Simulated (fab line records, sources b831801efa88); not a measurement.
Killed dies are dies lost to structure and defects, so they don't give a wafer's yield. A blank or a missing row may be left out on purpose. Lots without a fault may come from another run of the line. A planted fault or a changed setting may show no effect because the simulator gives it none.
A struck lot beside a sound one | flow sky130 | 35 steps out of a route of 708
Sound: wafers L406.2, L406.4, L406.5. Struck: wafers L423.1, L423.2, L423.6. The cause comes at the end.
At each step with rows: each side's tool, then ch and its chambers, then its first start. Under that, the readings that differ: sound wafers | struck wafers | difference of the means | sigmas: that difference in standard deviations of wafers without a fault.
alike: readings whose means differ by less than 2 such deviations, and words and numbers that are the same on both sides. not compared: withheld readings, readings that some wafer has no value for, bounds like >300 that may hide the same value, and numbers for which the record gives no deviation and whose values overlap.
The two part at a step that has a row with sigmas, a row that says differs or no value, or rows on one side only. Numbers that don't overlap but have no deviation are shown without sigmas and don't part them. A reading that every wafer of one side lacks parts them only if that side has two wafers or more.

SKY_SD_P_CD_MEAS_07: target cd 380 nm.
  sound on cd_sem-02, day 27 05:55; struck on cd_sem-01, day 32 22:17
  reading    | sound             | struck            | difference | sigmas
  cd_nm (nm) | 384.9 381.8 384.6 | 376.0 378.2 375.7 | -7.1       | -3
SKY_SD_P_OVL_MEAS_08:
  sound on overlay-02, day 27 06:01; struck on overlay-02, day 32 22:25
  alike: SD_P_OVL
then, 1 step without rows for these wafers: SKY_SD_P_IMPLANT_09.
SKY_SD_P_STRIP_10: strips in O2/N2.
  sound on plasma_asher-04 ch 0,1, day 27 06:11; struck on plasma_asher-03 ch 0,1, day 32 22:35
  reading                     | sound       | struck      | difference | sigmas
  drypump_motor_current_A (A) | 5.4 5.0 5.0 | 6.4 6.1 6.0 | +1.0       | +2
  alike: oes_product_au, strip_time_to_endpoint_s
  not compared: rf_hours_counter_h
SKY_SD_P_TW_MEAS_11:
  sound on film_metro-04, day 27 06:18; struck on film_metro-04, day 32 22:41
  alike: SD_P_TW
then, 7 steps without rows for these wafers: SKY_RES_XHIGH_DEHYDRATE_00 (time 60 s); SKY_RES_XHIGH_HMDS_01 (prime time 62.52 s); SKY_RES_XHIGH_COAT_02 (resist thk 1140 nm); SKY_RES_XHIGH_SOFTBAKE_03 (time 60 s); SKY_RES_XHIGH_EXPOSE_04 (exposes mask URPM, target cd 1270 nm); SKY_RES_XHIGH_PEB_05; SKY_RES_XHIGH_DEVELOP_06 (develop time 60 s).
SKY_RES_XHIGH_IMPLANT_07:
  sound on implanter-04 ch 0, day 28 11:08; struck on implanter-02 ch 0, day 34 00:32
  reading            | sound       | struck      | difference | sigmas
  faraday_current_uA | 582 558 550 | 638 658 664 | +90        | +3
SKY_RES_XHIGH_STRIP_08: strips in O2/N2.
  sound on plasma_asher-02 ch 0,1, day 28 11:16; struck on plasma_asher-02 ch 0,1, day 34 00:41
  alike: drypump_motor_current_A, oes_product_au, strip_time_to_endpoint_s
  not compared: rf_hours_counter_h
SKY_RES_XHIGH_TW_MEAS_09:
  sound on film_metro-01, day 28 11:23; struck on film_metro-01, day 34 00:47
  reading      | sound          | struck         | difference | sigmas
  RES_XHIGH_TW | 1647 1646 1645 | 1570 1576 1568 | -75        | -4
then, 7 steps without rows for these wafers: SKY_SD_N_DEHYDRATE_00 (time 60 s); SKY_SD_N_HMDS_01 (prime time 60 s); SKY_SD_N_COAT_02 (resist thk 1140 nm); SKY_SD_N_SOFTBAKE_03 (time 60 s); SKY_SD_N_EXPOSE_04 (exposes mask NSDM, target cd 380 nm); SKY_SD_N_PEB_05; SKY_SD_N_DEVELOP_06 (develop time 60 s).
SKY_SD_N_CD_MEAS_07: target cd 380 nm.
  sound on cd_sem-02, day 29 14:43; struck on cd_sem-02, day 35 02:59
  alike: cd_nm
SKY_SD_N_OVL_MEAS_08:
  sound on overlay-02, day 29 14:49; struck on overlay-01, day 35 03:07
  alike: SD_N_OVL
then, 2 steps without rows for these wafers: SKY_SD_N_IMPLANT_09; SKY_SD_N_IMPLANT_10.
SKY_SD_N_STRIP_11: strips in O2/N2.
  sound on plasma_asher-04 ch 0,1, day 29 15:09; struck on plasma_asher-02 ch 0,1, day 35 03:27
  alike: drypump_motor_current_A, oes_product_au, strip_time_to_endpoint_s
  not compared: rf_hours_counter_h
SKY_SD_N_TW_MEAS_12:
  sound on film_metro-04, day 29 15:16; struck on film_metro-02, day 35 03:33
  alike: SD_N_TW
then, 1 step without rows for these wafers: SKY_SD_N_CLEAN_13 (cleans in SC1/SC2, time 150 s).
SKY_SD_N_RTA_14: time 2 s.
  sound on rtp_anneal-02 ch 0, day 29 15:22; struck on rtp_anneal-01 ch 0, day 35 03:40
  alike: lamp_power_pct, wafer_temp_C_max
SKY_SD_N_RS_MEAS_16: measures by four-point-probe.
  sound on film_metro-02, day 29 15:33; struck on film_metro-01, day 35 03:50
  alike: SD_N_RS
SKY_SD_N_RS_MEAS_17: measures by four-point-probe.
  sound on film_metro-02, day 29 15:40; struck on film_metro-01, day 35 03:57
  alike: SD_P_RS
SKY_SD_N_RS_MEAS_18: measures by four-point-probe.
  sound on film_metro-02, day 29 15:47; struck on film_metro-01, day 35 04:04
  reading               | sound             | struck            | difference | sigmas
  RES_XHIGH_RS (ohm/sq) | 335.7 335.1 334.2 | 376.5 376.1 377.3 | +41.6      | +32
then, 1 step without rows for these wafers: SKY_SALICIDE_CLEAN_00 (cleans in HF-last, time 30 s).
-- the record jumps here: 16 days lie between the struck wafers' starts before and after (it left off in module SALICIDE and takes up again in module PAD_OPEN, whose first step shown is number 708 of the route) --
SKY_PAD_OPEN_PROBE_99:
  sound on prober-02, day 47 00:22; struck on prober-01, day 50 16:35
  reading                                  | sound             | struck            | difference | sigmas
  model.etest.res_xhigh_po.line_ohm_um     | 5792 5710 5444    | 8085 7681 8175    | +2332      |
  model.etest.res_xhigh_po.rs_ohm_sq       | 2040 1983 1933    | 2854 2713 2882    | +831       |
  model.etest.res_xhigh_po.rs_ohm_sq_range | 51.05 49.91 37.55 | 128.5 110.6 137.6 | +79.4      |
  alike: killed_at_M0_to_M3, killed_at_M4_up, killed_at_contacts, killed_at_front_end, killed_at_other, killed_dies, killed_open, killed_short

WHERE THEY PART
First at SKY_SD_P_CD_MEAS_07; last, within this record, at SKY_SD_N_RS_MEAS_18. Later steps at which nothing parts them and some readings are alike: SKY_PAD_OPEN_PROBE_99.

WHY: what the simulator had put in
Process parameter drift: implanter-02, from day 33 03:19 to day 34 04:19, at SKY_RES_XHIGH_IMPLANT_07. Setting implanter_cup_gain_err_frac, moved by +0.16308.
